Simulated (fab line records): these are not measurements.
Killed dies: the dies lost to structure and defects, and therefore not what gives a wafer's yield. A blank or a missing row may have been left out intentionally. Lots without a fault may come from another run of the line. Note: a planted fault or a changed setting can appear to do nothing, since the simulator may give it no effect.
Struck lot and sound lot, side by side	flow sky130	15 out of 708 route steps
Sound: these wafers, L559.2, L559.3, L559.4. Wafers L573.2, L573.4, L573.5 were the ones struck. At the end, the cause is stated.
For every step that has rows: the tool of each side, followed by ch and its chambers, followed by its first start. Under that, the readings that differ: sound wafers	struck wafers	difference of the means	sigmas: that difference in standard deviations of wafers without a fault.
alike: readings whose means differ by less than 2 such deviations, and words and numbers that are the same on both sides. not compared: withheld readings, readings that some wafer has no value for, bounds like >300 that may hide the same value, and numbers for which the record gives no deviation and whose values overlap.
A row with sigmas, a row that says differs or no value, or rows on one side alone: a step with any of these is where the two part. When numbers do not overlap yet have no deviation, they are printed without sigmas and do not part them. A reading that every wafer of one side lacks parts them only if that side has two wafers or more.

first, 2 steps without rows for these wafers: SKY_VIA4_PEB_09; SKY_VIA4_DEVELOP_10 (develop time 60 s).
SKY_VIA4_OVL_MEAS_11:
  struck on overlay-01, day 48 18:08; sound on overlay-01, day 44 18:43
  alike: VIA4_OVL
SKY_VIA4_ETCH_12: etches SiO2 in C4F8/O2/Ar, stops on TiN, target depth 580 nm.
  sound on rieDiel-04 ch 0,1,3, day 44 18:45; struck on rieDiel-04 ch 0,1, day 48 18:10
  alike: oesProductAu
SKY_VIA4_STRIP_13: strips in O2/N2.
  sound on plasmaAsher-01 ch 0,1, day 44 18:49; struck on plasmaAsher-02 ch 1, day 48 18:14
reading	sound	struck	difference	sigmas
drypumpMotorCurrentA (A)	5.2 5.2 5.1	6.1 6.2 6.2	+1.0	+2
  alike: oesProductAu, stripTimeToEndpointS
  not compared: rfHoursCounterH
then, 3 steps without rows for these wafers: SKY_VIA4_STRIP_14 (strips in post etch residue remover, time 1200 s); SKY_VIA4_CLEAN_15 (cleans in IPA, time 180 s); SKY_VIA4_CLEAN_16 (cleans in O3/DIW).
SKY_VIA4_SPUTTER_17: material TiN, target thk 20 nm, time 80 s.
  struck on pvdSputter-01, day 48 18:52; sound on pvdSputter-01, day 44 19:25
  alike: throttleValvePct
SKY_VIA4_CVD_18: deposits W, target thk 505 nm, time 152.14 s.
  sound on cvdW-01 ch 0,1, day 44 19:28; struck on cvdW-02 ch 1, day 48 18:55
  alike: heaterPowerW, susceptorTempC
SKY_VIA4_RS_MEAS_19: measurement is done with a four-point probe.
  struck on filmMetro-01, day 48 19:06; sound on filmMetro-03, day 44 19:38
  alike: VIA4_W_RS
SKY_VIA4_THK_MEAS_20: measures by xrf.
  struck on filmMetro-01, day 48 19:13; sound on filmMetro-03, day 44 19:45
  alike: VIA4_W_THK
SKY_VIA4_CMP_21: polishes, stops on SiO2, t overpolish 25 s, target thk 0 nm.
  sound on cmp-01 ch 0,2,3, day 44 19:51; struck on cmp-01 ch 0,1, day 48 19:55
reading	sound	struck	difference	sigmas
overpolishRunS (s)	24.999 25.003 24.992	19.788 19.787 19.774	-5.215	-99 or more
tOverpolishS (s)	25 25 25	19.785 19.785 19.785	-5.215	
timeToEndpointS (s)	139 126 128	118 116 116	-14	-2
  alike: motorCurrentA
SKY_METAL5_SPUTTER_00: material Ti, target thk 15 nm, time 10 s.
  struck on pvdSputter-01, day 48 20:13; sound on pvdSputter-02, day 44 20:06
  alike: throttleValvePct
-- the record jumps here: 2 days lie between the struck wafers' starts before and after (it left off in module METAL5 and takes up again in module PAD_OPEN, whose first step shown is number 708 of the route) --
SKY_PAD_OPEN_PROBE_99:
  the record has rows for the struck wafers here (prober-01, day 51 01:24) and none for the sound ones

== WHERE THEY PART ==
Last at SKY_PAD_OPEN_PROBE_99 as far as this record goes, first at SKY_VIA4_STRIP_13.

WHY: what had been put in by the simulator
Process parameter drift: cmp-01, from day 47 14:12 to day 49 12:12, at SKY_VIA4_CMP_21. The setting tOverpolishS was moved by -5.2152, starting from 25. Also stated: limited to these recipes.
